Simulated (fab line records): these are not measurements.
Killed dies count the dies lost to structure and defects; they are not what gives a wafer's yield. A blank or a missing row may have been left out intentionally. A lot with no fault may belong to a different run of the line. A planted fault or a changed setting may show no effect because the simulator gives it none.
2 desks, one fault || flow sky130 || only its own numbers are on each desk; what lay behind them is given at the end

== AT THE TOOL OWNER'S DESK: pvd-sputter-02 ==
The tool's own readings at SKY_CONTACT_SPUTTER_23 (material TiN, target thk 20 nm, time 80 s): means of the sampled wafers that have a number, for each lot that ran on this tool. Marked OUT: a lot whose mean sits more than 4 standard deviations from the usual mean, which makes it out of limits; the brackets give that distance.
Columns: A = throttle-valve-pct at SKY_CONTACT_SPUTTER_23, usual 29.9 %
{"lot": "L155", "first seen here": "day 34 15:43", "A": 30.3}
{"lot": "L157", "first seen here": "day 34 22:23", "A": 29.2}
{"lot": "L168", "first seen here": "day 38 13:20", "A": 29.6}
{"lot": "L169", "first seen here": "day 38 19:26", "A": 29.4}
Finding of this desk: none of the 4 lots has anything out of limits.

== THE METROLOGY DESK ==
Means of the sampled wafers that have a number, per lot and without regard to the tool the lot ran on: this is what the gauges read. Marked OUT: a lot whose mean sits more than 4 standard deviations from the usual mean, which makes it out of limits; the brackets give that distance.
Columns: A = cd-nm at SKY_CONTACT_CD_MEAS_14, usual 169.4 nm; B = CONTACT_OVL at SKY_CONTACT_OVL_MEAS_15, usual 1 nm
{"lot": "L155", "first seen here": "day 34 14:50", "A": 168.5, "B": 2}
{"lot": "L157", "first seen here": "day 34 21:29", "A": 168.3, "B": 1}
{"lot": "L158", "first seen here": "day 35 05:51", "A": 171.0, "B": -4}
{"lot": "L162", "first seen here": "day 36 19:04", "A": 170.4, "B": -1}
{"lot": "L168", "first seen here": "day 38 12:28", "A": 168.1, "B": -9}
{"lot": "L169", "first seen here": "day 38 18:33", "A": 172.8, "B": -6}
Finding of this desk: none of the 6 lots has anything out of limits.

== TAKEN TOGETHER ==
Nothing out of limits was seen by the tool owner's desk.
At the metrology desk, nothing out of limits was observed.

== WHAT THE SIMULATOR HAD INSERTED ==
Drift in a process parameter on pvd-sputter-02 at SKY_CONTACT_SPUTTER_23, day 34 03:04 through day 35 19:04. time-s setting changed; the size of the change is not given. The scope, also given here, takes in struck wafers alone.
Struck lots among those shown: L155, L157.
